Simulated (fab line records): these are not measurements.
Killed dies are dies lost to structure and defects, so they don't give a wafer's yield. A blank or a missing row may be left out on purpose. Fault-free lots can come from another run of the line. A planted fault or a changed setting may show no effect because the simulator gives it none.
Chamber matching    flow gf180mcu    4 sister chambers for GF_POLY_GATE_ETCH_13 on rie_si-01
The step etches poly-Si in HBr/Cl2, stops on SiO2, target depth 198.5 nm, time 69.6 s. 16 wafers are shown with their chamber, then 8 later ones without.

WAFERS WITH THEIR CHAMBER
wafer   chamber  drypump_motor_current_A (A)  throttle_valve_pct (%)  oes_product_au (a.u.)
L105.3  0        6.0                          33.688                  1.000
L105.5  3        6.1                          33.670                  0.991
L105.6  0        6.1                          33.676                  0.999
L108.1  1        5.4                          33.693                  0.998
L108.3  2        6.3                          33.675                  1.001
L108.6  0        6.0                          33.689                  0.996
L109.2  2        6.3                          33.674                  0.977
L109.4  0        6.0                          33.689                  0.984
L109.5  1        5.5                          33.689                  0.986
L112.3  2        6.3                          33.687                  0.993
L112.4  1        5.4                          33.682                  0.981
L112.5  1        5.4                          33.678                  0.979
L113.1  2        6.3                          33.694                  0.989
L113.5  2        6.3                          33.670                  0.986
L113.6  3        6.1                          33.675                  0.990
L114.1  2        6.3                          33.685                  0.985

SIGNATURES, as means of the wafers listed above
reading                  chamber 0  chamber 1  chamber 2  chamber 3  scatter within a chamber
drypump_motor_current_A  6.025      5.425      6.300      6.100      0.0354
throttle_valve_pct       33.68550   33.68550   33.68083   33.67250   0.00762
oes_product_au           0.99475    0.98600    0.98850    0.99050    0.00769
Rule: for a wafer and a chamber, the distance is found by dividing, reading by reading, the gap between the wafer's reading and the chamber's mean by the reading's scatter, squaring, summing and taking the root. If the next closest chamber is less than 2 further off than the closest, the wafer can't be placed; otherwise it belongs to the closest. The scatter: take each reading less its chamber's mean, square it, sum over the shown wafers, divide by the number of wafers less the number of chambers, and take the root.

WAFERS MISSING THEIR CHAMBER
wafer   drypump_motor_current_A (A)  throttle_valve_pct (%)  oes_product_au (a.u.)
L114.2  6.1                          33.661                  0.988
L114.4  5.4                          33.678                  0.986
L122.2  6.3                          33.690                  0.987
L122.4  6.0                          33.674                  0.993
L122.6  6.3                          33.693                  0.987
L123.1  6.1                          33.683                  0.993
L123.2  6.1                          33.686                  0.987
L123.3  5.5                          33.695                  0.979

WHICH CHAMBER EACH WENT THROUGH
wafer   from the rows above      in truth
L114.2  3                        3
L114.4  1                        1
L122.2  2                        2
L122.4  can't be placed: 0 or 3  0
L122.6  2                        2
L123.1  can't be placed: 3 or 0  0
L123.2  can't be placed: 3 or 0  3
L123.3  1                        1
Correct placement for 5 of the 8. These rows do not allow placing 3 (true chamber among the candidates in 3). Number placed wrongly: 0.
